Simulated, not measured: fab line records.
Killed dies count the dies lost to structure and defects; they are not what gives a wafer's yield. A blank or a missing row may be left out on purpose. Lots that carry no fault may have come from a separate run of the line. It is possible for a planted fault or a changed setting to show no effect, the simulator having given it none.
The tool behind it: which one? | flow gf180mcu | Sampling: 13 lots, 39 wafers, 4 of 602 route steps

WHAT EACH GAUGE READ, for each wafer
GF_V5_THK_MEAS_25: measures by xrf. Usual: V5_W_THK typically reads 345 nm, with standard deviation 5.5.
lot  | measured     | on            | V5_W_THK (nm) | flag
L154 | day 27 22:14 | film metro-04 | 344 343 342   |
L156 | day 28 22:26 | film metro-04 | 342 348 340   |
L157 | day 28 23:57 | film metro-03 | 345 347 348   |
L159 | day 29 20:13 | film metro-03 | 343 355 350   |
L164 | day 31 00:04 | film metro-03 | 347 342 354   |
L165 | day 31 08:43 | film metro-04 | 332 340 339   |
L168 | day 32 04:12 | film metro-04 | 344 339 344   |
L169 | day 32 18:01 | film metro-04 | 350 342 341   |
L172 | day 33 05:26 | film metro-03 | 349 353 350   |
L174 | day 33 14:51 | film metro-04 | 341 344 344   |
L173 | day 33 15:44 | film metro-03 | 350 348 348   |
L175 | day 33 20:21 | film metro-03 | 340 352 350   |
L176 | day 34 05:10 | film metro-04 | 352 356 348   |

EACH LOT AND THE TOOL THAT RAN IT (in order: tool; ch and the chambers of the sampled wafers; start)
lot  | GF_M1_STRIP_17                       | GF_V5_SPUTTER_22             | GF_V5_CVD_23
L154 | plasma asher-04 ch 0,1, day 17 17:37 | pvd sputter-03, day 27 21:58 | cvd w-02 ch 0,1, day 27 22:00
L156 | plasma asher-01 ch 0,1, day 18 22:38 | pvd sputter-01, day 28 22:10 | cvd w-02 ch 0,1, day 28 22:12
L157 | plasma asher-01 ch 0,1, day 18 23:49 | pvd sputter-02, day 28 23:40 | cvd w-02 ch 0,1, day 28 23:43
L159 | plasma asher-04 ch 0,1, day 20 03:13 | pvd sputter-02, day 29 19:55 | cvd w-02 ch 0,1, day 29 19:57
L164 | plasma asher-04 ch 0,1, day 21 13:16 | pvd sputter-02, day 30 23:47 | cvd w-02 ch 0,1, day 30 23:49
L165 | plasma asher-04 ch 1, day 21 23:37   | pvd sputter-01, day 31 08:26 | cvd w-02 ch 0,1, day 31 08:28
L168 | plasma asher-01 ch 0,1, day 23 03:53 | pvd sputter-01, day 32 03:55 | cvd w-01 ch 0,1, day 32 03:59
L169 | plasma asher-03 ch 0,1, day 23 20:39 | pvd sputter-01, day 32 17:43 | cvd w-02 ch 0,1, day 32 17:48
L172 | plasma asher-03 ch 0,1, day 24 14:48 | pvd sputter-02, day 33 05:10 | cvd w-01 ch 0,1, day 33 05:13
L174 | plasma asher-04 ch 0,1, day 25 01:38 | pvd sputter-02, day 33 14:34 | cvd w-01 ch 0,1, day 33 14:38
L173 | plasma asher-04 ch 0,1, day 25 02:16 | pvd sputter-03, day 33 15:24 | cvd w-01 ch 0,1, day 33 15:26
L175 | plasma asher-01 ch 0,1, day 25 10:09 | pvd sputter-03, day 33 20:04 | cvd w-02 ch 0,1, day 33 20:08
L176 | plasma asher-01 ch 0,1, day 25 21:46 | pvd sputter-03, day 34 04:54 | cvd w-02 ch 0,1, day 34 04:56
- GF_M1_STRIP_17: strips in O2/N2.
- GF_V5_SPUTTER_22: material TiN, target thk 10 nm, time 40 s.
- GF_V5_CVD_23: deposits W, target thk 350 nm, time 104.9 s.

AS READ BY THE TOOLS THEMSELVES (means over the sampled wafers that have a number; for cases with no such wafer, the mark the record gives instead)
GF_M1_STRIP_17. Usual: chamber pressure mTorr 1500.2 mTorr, standard deviation 1.4; drypump motor current A 5.6 A, standard deviation 0.32; heater power w 337 W, standard deviation 22; oes product au 0.537 a.u., standard deviation 0.0052; strip time to endpoint s 7.38 s, standard deviation 0.052.
lot  | tool            | chamber pressure mTorr (mTorr) | drypump motor current A (A) | heater power w (W) | oes product au (a.u.) | strip time to endpoint s (s) | flag
L154 | plasma asher-04 | 1501.1                         | 5.6                         | 346                | 0.543                 | 7.42                         |
L156 | plasma asher-01 | 1499.8                         | 5.6                         | 351                | 0.535                 | 7.37                         |
L157 | plasma asher-01 | 1499.4                         | 5.7                         | 346                | 0.534                 | 7.38                         |
L159 | plasma asher-04 | 1500.8                         | 5.6                         | 343                | 0.535                 | 7.41                         |
L164 | plasma asher-04 | 1500.5                         | 5.9                         | 331                | 0.533                 | 7.37                         |
L165 | plasma asher-04 | 1501.2                         | 6.2                         | 319                | 0.538                 | 7.46                         |
L168 | plasma asher-01 | 1499.3                         | 5.7                         | 356                | 0.532                 | 7.34                         |
L169 | plasma asher-03 | 1500.3                         | 5.4                         | 309                | 0.537                 | 7.38                         |
L172 | plasma asher-03 | 1501.0                         | 5.4                         | 305                | 0.536                 | 7.32                         |
L174 | plasma asher-04 | 1499.5                         | 5.9                         | 332                | 0.541                 | 7.29                         |
L173 | plasma asher-04 | 1500.3                         | 5.9                         | 332                | 0.536                 | 7.39                         |
L175 | plasma asher-01 | 1500.4                         | 5.7                         | 352                | 0.543                 | 7.38                         |
L176 | plasma asher-01 | 1500.9                         | 5.7                         | 353                | 0.537                 | 7.41                         |

GF_V5_SPUTTER_22. Usual: throttle valve pct reads 30.0 % (standard deviation 0.97).
lot  | tool           | throttle valve pct (%) | flag
L154 | pvd sputter-03 | 30.7                   |
L156 | pvd sputter-01 | 30.3                   |
L157 | pvd sputter-02 | 29.5                   |
L159 | pvd sputter-02 | 29.1                   |
L164 | pvd sputter-02 | 29.7                   |
L165 | pvd sputter-01 | 30.1                   |
L168 | pvd sputter-01 | 30.5                   |
L169 | pvd sputter-01 | 30.4                   |
L172 | pvd sputter-02 | 30.2                   |
L174 | pvd sputter-02 | 29.0                   |
L173 | pvd sputter-03 | 31.2                   |
L175 | pvd sputter-03 | 30.8                   |
L176 | pvd sputter-03 | 30.1                   |

GF_V5_CVD_23. Usual: heater power outer w 568 W, standard deviation 46; heater power w 928 W, standard deviation 31.
lot  | tool     | heater power outer w (W) | heater power w (W) | flag
L154 | cvd w-02 | 599                      | 935                |
L156 | cvd w-02 | 597                      | 949                |
L157 | cvd w-02 | 581                      | 935                |
L159 | cvd w-02 | 583                      | 942                |
L164 | cvd w-02 | 598                      | 946                |
L165 | cvd w-02 | 589                      | 931                |
L168 | cvd w-01 | 541                      | 916                |
L169 | cvd w-02 | 604                      | 948                |
L172 | cvd w-01 | 520                      | 886                |
L174 | cvd w-01 | 543                      | 926                |
L173 | cvd w-01 | 521                      | 897                |
L175 | cvd w-02 | 581                      | 947                |
L176 | cvd w-02 | 585                      | 960                |

THE ANSWER, worked out from the rows above alone
Rule: lot off if the mean of its wafers having a number is beyond 3 standard deviations from the usual mean. Also off: a lot with no number at a reading for which 4 or more lots have one. All remaining lots with rows at the step are treated as sound. The gauges are gone through in route order, then the tools' own readings, and for those a lot's mean is taken as printed above. At the first step where some lot is off, the reading lying furthest off is the one used; lots without a number count as furthest.
Nothing can be told from this: no lot is off at any reading shown.

WHAT HAD BEEN PUT IN BY THE SIMULATOR
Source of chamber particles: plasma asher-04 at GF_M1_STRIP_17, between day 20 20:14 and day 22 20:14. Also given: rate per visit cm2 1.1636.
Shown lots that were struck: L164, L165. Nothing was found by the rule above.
